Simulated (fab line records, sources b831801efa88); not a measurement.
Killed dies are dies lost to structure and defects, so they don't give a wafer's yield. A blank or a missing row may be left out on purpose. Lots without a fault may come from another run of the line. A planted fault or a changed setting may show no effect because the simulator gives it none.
A struck lot beside a sound one | flow sky130 | 14 steps out of a route of 708
Sound: wafers L508.2, L508.3, L508.4. Struck: wafers L502.2, L502.3, L502.4. The cause comes at the end.
At each step with rows: each side's tool, then ch and its chambers, then its first start. Under that, the readings that differ: sound wafers | struck wafers | difference of the means | sigmas: that difference in standard deviations of wafers without a fault.
alike: readings whose means differ by less than 2 such deviations, and words and numbers that are the same on both sides. not compared: withheld readings, readings that some wafer has no value for, bounds like >300 that may hide the same value, and numbers for which the record gives no deviation and whose values overlap.
The two part at a step that has a row with sigmas, a row that says differs or no value, or rows on one side only. Numbers that don't overlap but have no deviation are shown without sigmas and don't part them. A reading that every wafer of one side lacks parts them only if that side has two wafers or more.

SKY_CONTACT_CVD_00: deposits Si3N4, target thk 75 nm.
  sound on pecvd-04 ch 0,2, day 35 10:54; struck on pecvd-03 ch 0,1, day 33 19:18
  alike: heater_power_w
SKY_CONTACT_THK_MEAS_01:
  sound on film_metro-03, day 35 10:58; struck on film_metro-03, day 33 19:20
  alike: CONTACT_CVD_00_THK
then, 1 step without rows for these wafers: SKY_CONTACT_HDPCVD_02 (deposits SiO2, target thk 565 nm, time 94.2 s).
SKY_CONTACT_THK_MEAS_03:
  sound on film_metro-03, day 35 11:05; struck on film_metro-03, day 33 19:28
  alike: CONTACT_HDPCVD_THK
SKY_CONTACT_CMP_04: polishes SiO2.
  sound on cmp-02 ch 0,1,2, day 35 11:08; struck on cmp-01 ch 1,2,3, day 33 19:34
  alike: head_pressure_psi, motor_current_A, time_to_endpoint_s
SKY_CONTACT_BOW_MEAS_05:
  sound on film_metro-04, day 35 11:28; struck on film_metro-03, day 33 19:50
  alike: CONTACT_BOW
then, 6 steps without rows for these wafers: SKY_CONTACT_DEHYDRATE_06 (time 60 s); SKY_CONTACT_HMDS_07 (prime time 60 s); SKY_CONTACT_COAT_08 (resist thk 60 nm); SKY_CONTACT_COAT_09 (resist thk 450 nm); SKY_CONTACT_SOFTBAKE_10 (time 90 s); SKY_CONTACT_EXPOSE_11 (exposes mask CTM1, target cd 170 nm).
SKY_CONTACT_PEB_12:
  sound on litho_track-02 ch 0, day 36 13:00; struck on litho_track-04, day 34 21:00
  reading         | sound          | struck | difference                    | sigmas
  exhaust_pa (Pa) | 45.3 44.5 43.5 | - - -  | no value on the struck wafers |
  not compared: chill_plate_temp_C, resist_line_temp_C
then, 1 step without rows for these wafers: SKY_CONTACT_DEVELOP_13 (develop time 60 s).

WHERE THEY PART
Only at SKY_CONTACT_PEB_12, within this record.

WHY: what the simulator had put in
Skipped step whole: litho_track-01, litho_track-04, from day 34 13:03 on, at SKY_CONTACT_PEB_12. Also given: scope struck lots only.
